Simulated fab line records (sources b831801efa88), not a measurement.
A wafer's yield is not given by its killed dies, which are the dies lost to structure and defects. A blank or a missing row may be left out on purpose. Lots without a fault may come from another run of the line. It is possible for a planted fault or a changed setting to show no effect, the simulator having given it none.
Chamber matching -- flow gf180mcu -- 3 sister chambers for GF_PASSIVATION_CVD_02 on pecvd-04
The step deposits Si3N4, target thk 700 nm, time 486.18 s. 3 wafers are shown with their chamber, then 8 later ones without.

## WAFERS, EACH WITH ITS CHAMBER
wafer,chamber,heaterPowerW (W)
L521.5,0,861
L522.1,1,731
L523.1,2,576

## WAFERS WITH NO CHAMBER GIVEN
wafer,heaterPowerW (W)
L523.4,850
L523.5,712
L526.4,511
L526.5,836
L526.6,871
L529.1,807
L529.2,781
L529.5,797

## WHICH CHAMBER EACH ONE RAN IN
wafer,from the rows above,in truth
L523.4,0,0
L523.5,1,1
L526.4,2,2
L526.5,can't be placed: 0 or 1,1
L526.6,0,0
L529.1,can't be placed: 0 or 1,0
L529.2,can't be placed: 1 or 0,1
L529.5,can't be placed: 0 or 1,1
Placed correctly: 4 of 8. Can't be placed from these rows: 4 (the true chamber is among the candidates in 4). Wrongly placed: 0.
How it was worked out, from the rows above alone: a wafer's distance from a chamber is the root of the sum, over the readings, of the square of ((its reading less the chamber's mean) divided by the reading's scatter). The wafer belongs to the nearest chamber; if the next one is less than 2 further off, it can't be placed. The mean given for a chamber averages the wafers shown for that chamber. The scatter: with one shown wafer a chamber, the root of the mean of the squares of how far each hidden wafer lies from its nearest shown one.
